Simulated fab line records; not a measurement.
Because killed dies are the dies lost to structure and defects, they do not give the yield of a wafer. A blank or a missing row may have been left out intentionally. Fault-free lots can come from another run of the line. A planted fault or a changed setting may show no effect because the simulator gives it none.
Matching of chambers / flow gf180mcu / pecvd-03 running GF_MIM_CVD_05: 3 sister chambers
The step deposits Si3N4, target thk 42 nm, time 29.086 s. 3 wafers are shown with their chamber, then 10 later ones without.

== WAFERS, EACH WITH ITS CHAMBER ==
wafer=L089.5; chamber=1; heater_power_w (W)=495
wafer=L093.1; chamber=2; heater_power_w (W)=639
wafer=L093.5; chamber=0; heater_power_w (W)=581

== WAFERS WITHOUT THEIR CHAMBER ==
wafer=L093.6; heater_power_w (W)=632
wafer=L094.2; heater_power_w (W)=665
wafer=L094.3; heater_power_w (W)=673
wafer=L094.5; heater_power_w (W)=681
wafer=L095.1; heater_power_w (W)=478
wafer=L095.2; heater_power_w (W)=617
wafer=L095.6; heater_power_w (W)=475
wafer=L096.3; heater_power_w (W)=532
wafer=L096.4; heater_power_w (W)=645
wafer=L096.5; heater_power_w (W)=697

== EACH ONE'S CHAMBER ==
wafer=L093.6; from the rows above=can't be placed: 2 or 0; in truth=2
wafer=L094.2; from the rows above=can't be placed: 2 or 0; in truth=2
wafer=L094.3; from the rows above=can't be placed: 2 or 0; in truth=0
wafer=L094.5; from the rows above=can't be placed: 2 or 0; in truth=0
wafer=L095.1; from the rows above=1; in truth=1
wafer=L095.2; from the rows above=can't be placed: 2 or 0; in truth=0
wafer=L095.6; from the rows above=1; in truth=1
wafer=L096.3; from the rows above=can't be placed: 1 or 0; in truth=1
wafer=L096.4; from the rows above=can't be placed: 2 or 0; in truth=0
wafer=L096.5; from the rows above=can't be placed: 2 or 0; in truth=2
Placed correctly: 2 of 10. Can't be placed from these rows: 8 (the true chamber is among the candidates in 8). Wrongly placed: 0.
How it was worked out, from the rows above alone: a wafer's distance from a chamber is the root of the sum, over the readings, of the square of ((its reading less the chamber's mean) divided by the reading's scatter). If the next closest chamber is less than 2 further off than the closest, the wafer can't be placed; otherwise it belongs to the closest. The mean given for a chamber averages the wafers shown for that chamber. The scatter (one wafer shown for each chamber): square how far every hidden wafer sits from the nearest shown wafer, average those squares and take the square root.
